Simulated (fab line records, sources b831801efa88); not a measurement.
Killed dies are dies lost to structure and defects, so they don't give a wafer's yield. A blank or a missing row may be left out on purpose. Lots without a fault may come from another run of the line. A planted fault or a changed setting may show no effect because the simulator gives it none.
Which tool did it? | flow gf180mcu | 12 lots, 36 wafers sampled, at 4 steps of a route of 602

WHAT THE GAUGES READ, wafer by wafer
GF_M4_THK_MEAS_06: measures by xrf.
lot  | measured     | on            | M4_ALCU_THK (nm)
L075 | day 22 19:53 | film_metro-01 | 470 451 457
L077 | day 23 14:37 | film_metro-04 | 463 465 463
L079 | day 24 11:18 | film_metro-04 | 467 457 461
L081 | day 25 01:15 | film_metro-04 | 452 453 457
L083 | day 26 04:46 | film_metro-02 | 461 455 463
L085 | day 26 13:56 | film_metro-02 | 461 446 459
L087 | day 27 07:30 | film_metro-01 | 465 461 468
L089 | day 27 18:28 | film_metro-04 | 467 463 460
L091 | day 28 08:46 | film_metro-04 | 472 456 468
L093 | day 28 23:03 | film_metro-01 | 458 458 457
L095 | day 29 08:43 | film_metro-04 | 457 473 455
L097 | day 30 02:46 | film_metro-02 | 473 455 464

WHICH TOOL RAN EACH LOT (tool, then ch and the chambers of the sampled wafers, then the start)
lot  | GF_SALICIDE_SPUTTER_03       | GF_M1_SPUTTER_00             | GF_M1_SPUTTER_01
L075 | pvd_sputter-04, day 15 11:10 | pvd_sputter-02, day 16 10:57 | pvd_sputter-02, day 16 11:03
L077 | pvd_sputter-04, day 16 04:14 | pvd_sputter-02, day 17 05:40 | pvd_sputter-02, day 17 05:46
L079 | pvd_sputter-03, day 17 01:46 | pvd_sputter-02, day 18 03:30 | pvd_sputter-02, day 18 03:36
L081 | pvd_sputter-04, day 17 17:05 | pvd_sputter-04, day 18 18:48 | pvd_sputter-04, day 18 18:54
L083 | pvd_sputter-04, day 18 23:38 | pvd_sputter-01, day 20 02:35 | pvd_sputter-01, day 20 02:41
L085 | pvd_sputter-01, day 19 08:31 | pvd_sputter-04, day 20 11:49 | pvd_sputter-04, day 20 11:55
L087 | pvd_sputter-03, day 20 06:44 | pvd_sputter-01, day 21 08:54 | pvd_sputter-01, day 21 09:00
L089 | pvd_sputter-01, day 20 19:51 | pvd_sputter-04, day 21 22:47 | pvd_sputter-04, day 21 22:53
L091 | pvd_sputter-04, day 21 11:29 | pvd_sputter-04, day 22 13:58 | pvd_sputter-04, day 22 14:04
L093 | pvd_sputter-04, day 22 05:50 | pvd_sputter-04, day 23 07:56 | pvd_sputter-04, day 23 08:02
L095 | pvd_sputter-01, day 22 15:37 | pvd_sputter-04, day 23 17:38 | pvd_sputter-04, day 23 17:44
L097 | pvd_sputter-01, day 23 13:58 | pvd_sputter-02, day 24 15:14 | pvd_sputter-02, day 24 15:20
- GF_SALICIDE_SPUTTER_03: material TiN, target thk 20 nm, time 16.7 s.
- GF_M1_SPUTTER_00: material Ti, target thk 37.5 nm, time 150 s.
- GF_M1_SPUTTER_01: material TiN, target thk 30 nm, time 25 s.

THE ANSWER, worked out from the rows above alone
Rule: what is usual is taken from the lots themselves. Put in order of their means at a reading, lots are off if they are a third of the lots or fewer, leave a main group of 4 or more, and stand apart from it by a gap of 3 or more times the standard deviation of the main group's means; of several such gaps the widest counts. A main group whose means are all the same, to the digits that the tables above print for the reading, isn't used. A lot without any number at a reading at which 4 lots or more have one is off too. The other lots that the step has rows for count as sound.
No lot is off at any reading shown: from this, nothing can be told.

WHAT THE SIMULATOR HAD PUT IN
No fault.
